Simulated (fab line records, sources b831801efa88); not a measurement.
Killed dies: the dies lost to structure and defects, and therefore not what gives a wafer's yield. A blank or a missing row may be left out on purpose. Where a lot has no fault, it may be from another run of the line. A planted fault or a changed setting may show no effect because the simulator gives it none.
Struck lot and sound lot, side by side    flow sky130    16 out of 708 route steps
Sound: the wafers L899.1, L899.2, L899.3. Struck: wafer L911.3 (L911.1, L911.2, from the same lot, were not struck and are left out); the cause is given at the end.
For every step that has rows: the tool of each side, followed by ch and its chambers, followed by its first start. Under that, the readings that differ: sound wafers    struck wafers    difference of the means    sigmas: that difference in standard deviations of wafers without a fault.
alike: readings with means less than 2 such deviations apart, plus words and numbers identical on both sides. not compared: withheld readings, readings lacking a value on some wafer, bounds such as >300 that could conceal the same value, and numbers that have no deviation in the record and whose values overlap.
A row with sigmas, a row that says differs or no value, or rows on one side alone: a step with any of these is where the two part. Numbers that have no deviation but don't overlap get no sigmas and don't part them. A reading that every wafer of one side lacks parts them only if that side has two wafers or more.

first, 2 steps without rows for these wafers: SKY_METAL3_PEB_11; SKY_METAL3_DEVELOP_12 (develop time 60 s).
SKY_METAL3_CD_MEAS_13 targets a cd of 300 nm.
  struck on cd_sem-02, day 42 21:32; sound on cd_sem-02, day 38 20:32
  alike: cd_nm
SKY_METAL3_OVL_MEAS_14:
  struck on overlay-02, day 42 21:39; sound on overlay-01, day 38 20:39
reading          sound      struck  difference  sigmas
METAL3_OVL (nm)  -11 -1 -4  8       +13         +3
SKY_METAL3_DESCUM_15: chemistry O2, time 8 s.
  sound on rie_metal-02 ch 0,1, day 38 20:41; struck on rie_metal-03 ch 0, day 42 21:41
  alike: drypump_motor_current_A, oes_product_au
  not compared: rf_hours_counter_h
SKY_METAL3_ETCH_16: etches BARC in N2/H2, stops on SiO2, time 88.2 s, target depth 60 nm.
  sound on rie_metal-02 ch 0,1, day 38 20:43; struck on rie_metal-03 ch 0, day 42 21:43
  alike: drypump_motor_current_A, oes_product_au, throttle_valve_pct
  not compared: rf_hours_counter_h
then, 1 step without rows for these wafers: SKY_METAL3_ETCH_17 (etches SiO2 in C4F8/O2/Ar, stops on TiN, time 3.9 s, target depth 15 nm).
SKY_METAL3_METAL_ETCH_18: etches the open film in Cl2/BCl3, stops on SiO2, target depth 845 nm, time 183.1 s.
  sound on rie_metal-04 ch 0,1, day 38 20:50; struck on rie_metal-04 ch 1, day 42 21:50
reading                 sound                 struck  difference  sigmas
throttle_valve_pct (%)  22.262 22.263 22.263  22.239  -0.024      -2
  alike: bcl3_flow_sccm, drypump_motor_current_A, oes_product_au
  not compared: rf_hours_counter_h
SKY_METAL3_STRIP_19: strips in O2/N2.
  sound on plasma_asher-04 ch 0,1, day 38 21:01; struck on plasma_asher-04 ch 1, day 42 22:01
  alike: drypump_motor_current_A, oes_product_au, strip_time_to_endpoint_s
  not compared: rf_hours_counter_h
then, 3 steps without rows for these wafers: SKY_METAL3_STRIP_20 (strips in post etch residue remover, time 1200 s); SKY_METAL3_CLEAN_21 (cleans in IPA, time 180 s); SKY_METAL3_CLEAN_22 (cleans in O3/DIW).
SKY_VIA3_HDPCVD_00: deposits SiO2, target thk 1635 nm, time 272.5 s.
  sound on hdpcvd-02 ch 0,1,2, day 38 21:57; struck on hdpcvd-02 ch 0, day 42 22:41
reading                                   sound              struck  difference  sigmas
run_length_s (s)                          300.1 301.4 301.0  206.3   -94.5       -99 or more
model.SiO2_of_VIA3_HDPCVD_00.thk_nm (nm)  1621 1637 1639     1083    -549        
SKY_VIA3_THK_MEAS_01:
  struck on film_metro-02, day 42 22:51; sound on film_metro-02, day 38 22:07
reading               sound           struck  difference  sigmas
VIA3_HDPCVD_THK (nm)  1620 1635 1638  1083    -548        -39
SKY_VIA3_CMP_02: polishes SiO2.
  sound on cmp-01 ch 0,1,2, day 38 22:10; struck on cmp-02 ch 2, day 42 22:58
  alike: motor_current_A, platen_rpm
-- the record jumps here: 6 days lie between the struck wafers' starts before and after (it left off in module VIA3 and takes up again in module PAD_OPEN, whose first step shown is number 708 of the route) --
SKY_PAD_OPEN_PROBE_99:
  struck on prober-01, day 49 06:47; sound on prober-02, day 46 00:59
reading                                sound                 struck     difference  sigmas
model.etest.tester.sort_n_pass         388 401 385           231        -160        
model.etest.tester.sort_bin_3_pct (%)  0.6098 0.6098 0.4065  36.59      +36.05      
model.etest.tester.sort_yield_pct (%)  78.86 81.5 78.25      46.95      -32.59      
model.etest.met4_comb.leak_log10_a_um  -11.94 -12.01 -12.11  -6.982     +5.038      
model.etest.tester.sort_bin_8_pct (%)  0 0 0                 1.724e-06  +1.724e-06  
  alike: defect_limited_yield, killed_at_M0_to_M3, killed_at_M4_up, killed_at_contacts, killed_at_front_end, killed_at_other, killed_dies, killed_open, killed_short

== WHERE THEY PART ==
First at SKY_METAL3_OVL_MEAS_14; last, within this record, at SKY_VIA3_THK_MEAS_01. Later steps at which nothing parts them and some readings are alike: SKY_VIA3_CMP_02, SKY_PAD_OPEN_PROBE_99.

WHY: whatever the simulator had introduced
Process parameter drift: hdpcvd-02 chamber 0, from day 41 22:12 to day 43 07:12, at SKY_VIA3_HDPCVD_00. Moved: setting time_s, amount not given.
